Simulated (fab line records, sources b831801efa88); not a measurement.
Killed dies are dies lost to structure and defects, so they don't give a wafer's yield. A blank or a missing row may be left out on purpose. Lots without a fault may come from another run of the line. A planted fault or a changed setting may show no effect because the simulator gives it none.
fab line records | flow sky130
record lots=13 wafers=39 last_day=49
route steps=708 shown VT_ADJUST_NCORE@128 LDD_LDN@302 LOCAL_INTERCONNECT@399 CONTACT@411
lots that met no fault: from a run of the same line without faults
start_h: hours from the record's first day to the start of the lot's first wafer shown | wait_h: hours since the lot's step before | " the same as in the row above | L1.1+2: a row that stands for several wafers | - no value, or no start given | * or withheld: withheld | < > ~ a bound
route shown NAME@n: a module of which the file shows steps, and the number in the route of the first | usual: mean/standard deviation of fault-free wafers | same: alike in all rows | chamber/n: place in a boat | sites: the reading at each site | _std_site: their standard deviation | _edge_site: outer sites' mean less inner sites' | radius_mm: how far each site lies from the wafer's centre | mask NAME#n: copy n | behind: the tool/chamber that last shaped the wafer | hold: why the lot was held/for how many hours/how that ended | device: the transistor (n, p or np) that didn't switch | end of line: the same wafers' tests at the end of the route | a step without rows: its recipe alone | killed: dies lost to structure and defects at the first sort, not the wafer's yield | map: a wafer's dies, x killed, . not, _ none there
set.NAME: the setting as run; set.NAME@STEP: as run at that earlier step | model.NAME: the simulator's own value behind a step, which no gauge read
steps of the route over a sample of lots; a table a step, a row a wafer
services: from which hour (start_h, from the record's first day; less than 0 if before it) a tool's chamber was out of use, for how many hours, and why
## steps
# step SKY_VT_ADJUST_NCORE_IMPLANT_09
# recipe species=B energy_kev=10 dose_cm2=2.4e+12 tilt_deg=withheld
# usual beam_energy_keV=10.000/0.0034 end_station_pressure_torr=5.02e-06/2.6e-07
# columns lot.wafer tool chamber start_h wait_h beam_energy_keV end_station_pressure_torr
L925.3 implanter-03 0 186.40 0.1 10.006 5.51e-06
L925.5 " 0 " " 9.999 5.01e-06
L925.6 " 0 " " 10.002 5.27e-06
L926.1 implanter-01 0 193.38 0.0 9.997 5.3e-06
L926.2 " 0 " " 10.000 4.74e-06
L926.5 " 0 " " 9.999 5.17e-06
L927.2 implanter-03 0 196.56 0.0 10.001 4.79e-06
L927.3 " 0 " " 10.001 4.9e-06
L927.6 " 0 " " 10.001 5.61e-06
L929.2 implanter-03 0 214.11 0.0 6.350 5.1e-06
L929.3 " 0 " " 6.351 4.64e-06
L929.4 " 0 " " 6.352 4.69e-06
L928.3 implanter-03 0 214.78 0.1 6.349 4.66e-06
L928.5 " 0 " " 6.349 5.12e-06
L928.6 " 0 " " 6.348 4.93e-06
L930.2 implanter-01 0 221.17 0.0 10.005 5.04e-06
L930.4 " 0 " " 10.006 5.04e-06
L930.6 " 0 " " 10.001 4.83e-06
L937.1 implanter-03 0 292.00 0.0 10.002 5.31e-06
L937.2 " 0 " " 10.000 4.96e-06
L937.3 " 0 " " 10.000 5.3e-06
L938.3 implanter-03 0 303.30 0.1 10.001 5.16e-06
L938.5 " 0 " " 9.996 5.32e-06
L938.6 " 0 " " 10.000 4.92e-06
L940.1 implanter-03 0 305.33 0.0 9.998 5.07e-06
L940.4 " 0 " " 9.999 5.08e-06
L940.5 " 0 " " 10.001 5.26e-06
L939.3 implanter-01 0 306.98 0.1 9.999 4.54e-06
L939.5 " 0 " " 10.004 4.46e-06
L939.6 " 0 " " 10.003 4.97e-06
L941.2 implanter-01 0 312.62 0.0 9.999 5.16e-06
L941.4 " 0 " " 9.998 5.05e-06
L941.5 " 0 " " 10.002 4.91e-06
L943.3 implanter-02 0 320.00 0.1 9.997 5.1e-06
L943.4 " 0 " " 9.994 4.96e-06
L943.5 " 0 " " 10.000 5.2e-06
L944.1 implanter-01 0 321.45 0.0 10.001 4.57e-06
L944.2 " 0 " " 10.001 5.05e-06
L944.5 " 0 " " 9.992 4.33e-06
# step SKY_VT_ADJUST_NCORE_TW_MEAS_11
# usual VT_ADJUST_NCORE_TW=217/5.4
# columns lot.wafer tool chamber start_h wait_h VT_ADJUST_NCORE_TW
L925.3 film_metro-02 - 186.62 0.1 222
L925.5 " - " " 223
L925.6 " - " " 222
L926.1 film_metro-02 - 193.63 0.1 223
L926.2 " - " " 222
L926.5 " - " " 221
L927.2 film_metro-01 - 196.79 0.1 211
L927.3 " - " " 212
L927.6 " - " " 211
L929.2 film_metro-03 - 214.34 0.1 200
L929.3 " - " " 199
L929.4 " - " " 200
L928.3 film_metro-01 - 215.00 0.1 190
L928.5 " - " " 190
L928.6 " - " " 191
L930.2 film_metro-01 - 221.41 0.1 211
L930.4 " - " " 211
L930.6 " - " " 212
L937.1 film_metro-01 - 292.25 0.1 211
L937.2 " - " " 211
L937.3 " - " " 211
L938.3 film_metro-01 - 303.52 0.1 209
L938.5 " - " " 210
L938.6 " - " " 211
L940.1 film_metro-03 - 305.58 0.1 222
L940.4 " - " " 222
L940.5 " - " " 221
L939.3 film_metro-01 - 307.27 0.1 210
L939.5 " - " " 209
L939.6 " - " " 211
L941.2 film_metro-01 - 312.86 0.1 210
L941.4 " - " " 209
L941.5 " - " " 209
L943.3 film_metro-02 - 320.22 0.1 222
L943.4 " - " " 221
L943.5 " - " " 221
L944.1 film_metro-01 - 321.70 0.1 209
L944.2 " - " " 209
L944.5 " - " " 210
# step SKY_LDD_LDN_TW_MEAS_13
# usual LDD_LDN_TW=1477/29
# columns lot.wafer tool chamber start_h wait_h LDD_LDN_TW
L925.3 film_metro-01 - 529.10 0.1 1441
L925.5 " - " " 1440
L925.6 " - " " 1437
L926.1 film_metro-03 - 538.57 0.1 1501
L926.2 " - " " 1491
L926.5 " - " " 1496
L927.2 film_metro-03 - 543.74 0.1 1503
L927.3 " - " " 1497
L927.6 " - " " 1499
L928.3 film_metro-03 - 559.15 0.1 1504
L928.5 " - " " 1496
L928.6 " - " " 1501
L929.2 film_metro-01 - 563.69 0.1 1436
L929.3 " - " " 1437
L929.4 " - " " 1427
L930.2 film_metro-01 - 575.32 0.1 1426
L930.4 " - " " 1434
L930.6 " - " " 1434
L937.1 film_metro-03 - 659.56 0.1 1493
L937.2 " - " " 1491
L937.3 " - " " 1493
L938.3 film_metro-02 - 669.73 0.1 1470
L938.5 " - " " 1474
L938.6 " - " " 1463
L939.3 film_metro-02 - 675.33 0.1 1491
L939.5 " - " " 1491
L939.6 " - " " 1485
L940.1 film_metro-01 - 676.02 0.1 1430
L940.4 " - " " 1431
L940.5 " - " " 1432
L941.2 film_metro-03 - 678.12 0.1 1494
L941.4 " - " " 1496
L941.5 " - " " 1500
L943.3 film_metro-03 - 688.18 0.1 1499
L943.4 " - " " 1497
L943.5 " - " " 1499
L944.1 film_metro-02 - 691.26 0.1 1492
L944.2 " - " " 1480
L944.5 " - " " 1486
# step SKY_LOCAL_INTERCONNECT_OVL_MEAS_12
# usual LOCAL_INTERCONNECT_OVL=-5/5.2
# columns lot.wafer tool chamber start_h wait_h LOCAL_INTERCONNECT_OVL[nm]
L925.3 overlay-02 - 707.12 0.1 -4
L925.5 " - " " 2
L925.6 " - " " -3
L926.1 overlay-01 - 716.91 0.1 -6
L926.2 " - " " 0
L926.5 " - " " -1
L927.2 overlay-02 - 720.75 0.1 -8
L927.3 " - " " -5
L927.6 " - " " -11
L928.3 overlay-02 - 737.61 0.1 -7
L928.5 " - " " -5
L928.6 " - " " 2
L929.2 overlay-02 - 738.85 0.1 -11
L929.3 " - " " -2
L929.4 " - " " -10
L930.2 overlay-02 - 749.81 0.1 -5
L930.4 " - " " 0
L930.6 " - " " -7
L937.1 overlay-01 - 826.61 0.1 3
L937.2 " - " " -1
L937.3 " - " " 6
L938.3 overlay-01 - 837.12 0.1 2
L938.5 " - " " -4
L938.6 " - " " -3
L939.3 overlay-01 - 843.02 0.1 -7
L939.5 " - " " -2
L939.6 " - " " -3
L940.1 overlay-01 - 843.90 0.1 -9
L940.4 " - " " -12
L940.5 " - " " -10
L941.2 overlay-02 - 846.96 0.1 -3
L941.4 " - " " 3
L941.5 " - " " -7
L943.3 overlay-01 - 852.42 0.1 -8
L943.4 " - " " -1
L943.5 " - " " -8
L944.1 overlay-01 - 858.01 0.1 -3
L944.2 " - " " -11
L944.5 " - " " -5
# step SKY_CONTACT_BOW_MEAS_05
# recipe mode=bow
# usual CONTACT_BOW=81/6.4
# columns lot.wafer tool chamber start_h wait_h CONTACT_BOW[um]
L925.3 film_metro-02 - 708.45 0.2 78
L925.5 " - " " 76
L925.6 " - " " 80
L926.1 film_metro-03 - 718.23 0.1 94
L926.2 " - " " 79
L926.5 " - " " 80
L927.2 film_metro-01 - 722.07 0.3 78
L927.3 " - " " 80
L927.6 " - " " 87
L928.3 film_metro-03 - 739.43 0.1 90
L928.5 " - " " 89
L928.6 " - " " 86
L929.2 film_metro-02 - 740.13 0.1 75
L929.3 " - " " 78
L929.4 " - " " 77
L930.2 film_metro-02 - 751.13 0.2 75
L930.4 " - " " 88
L930.6 " - " " 83
L937.1 film_metro-03 - 827.94 0.1 83
L937.2 " - " " 84
L937.3 " - " " 85
L938.3 film_metro-02 - 838.41 0.3 70
L938.5 " - " " 69
L938.6 " - " " 73
L939.3 film_metro-03 - 844.33 0.1 95
L939.5 " - " " 87
L939.6 " - " " 77
L940.1 film_metro-01 - 845.47 0.1 75
L940.4 " - " " 81
L940.5 " - " " 78
L941.2 film_metro-01 - 848.25 0.1 86
L941.4 " - " " 86
L941.5 " - " " 81
L943.3 film_metro-03 - 853.74 0.2 80
L943.4 " - " " 79
L943.5 " - " " 91
L944.1 film_metro-01 - 859.30 0.1 94
L944.2 " - " " 82
L944.5 " - " " 83
## services
# columns tool chamber start_h hours kind
implanter-03 - 168.81 1.9 repair
implanter-02 - 224.40 0.9 repair
implanter-03 - 230.36 0.6 repair
implanter-02 - 230.48 0.9 repair
implanter-01 - 238.15 4.4 repair
implanter-01 - 271.59 5.8 repair
implanter-01 - 298.48 2.0 repair
implanter-02 - 299.19 16.5 repair
implanter-01 - 302.32 3.7 pm
implanter-02 - 315.68 4.1 pm
## key
first_sign step=SKY_VT_ADJUST_NCORE_IMPLANT_09 reading=beam_energy_keV direction=down sigmas=99+ usual=* struck=*
effect step=SKY_VT_ADJUST_NCORE_TW_MEAS_11 reading=VT_ADJUST_NCORE_TW direction=down sigmas=4 usual=217 struck=195
met_at SKY_VT_ADJUST_NCORE_IMPLANT_09
struck_lots L928,L929
tester_left_out L928,L929
not_acting_at SKY_LDD_LDN_TW_MEAS_13,SKY_LOCAL_INTERCONNECT_OVL_MEAS_12,SKY_CONTACT_BOW_MEAS_05
onset_between 196.56 214.11
fault kind=process_parameter_drift tool=implanter-03 chamber=- onset_h=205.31 steps=SKY_VT_ADJUST_NCORE_IMPLANT_09 channel=energy_kev offset=* shape=step end_h=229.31 acts_in=* stated=*
# tester_left_out: of these lots the tester's yield and bins aren't shown, on N5 and GAA mostly nor the transistor test; their killed dies are dies lost to structure and defects alone, not to doping, threshold or leakage, so they don't give the yield
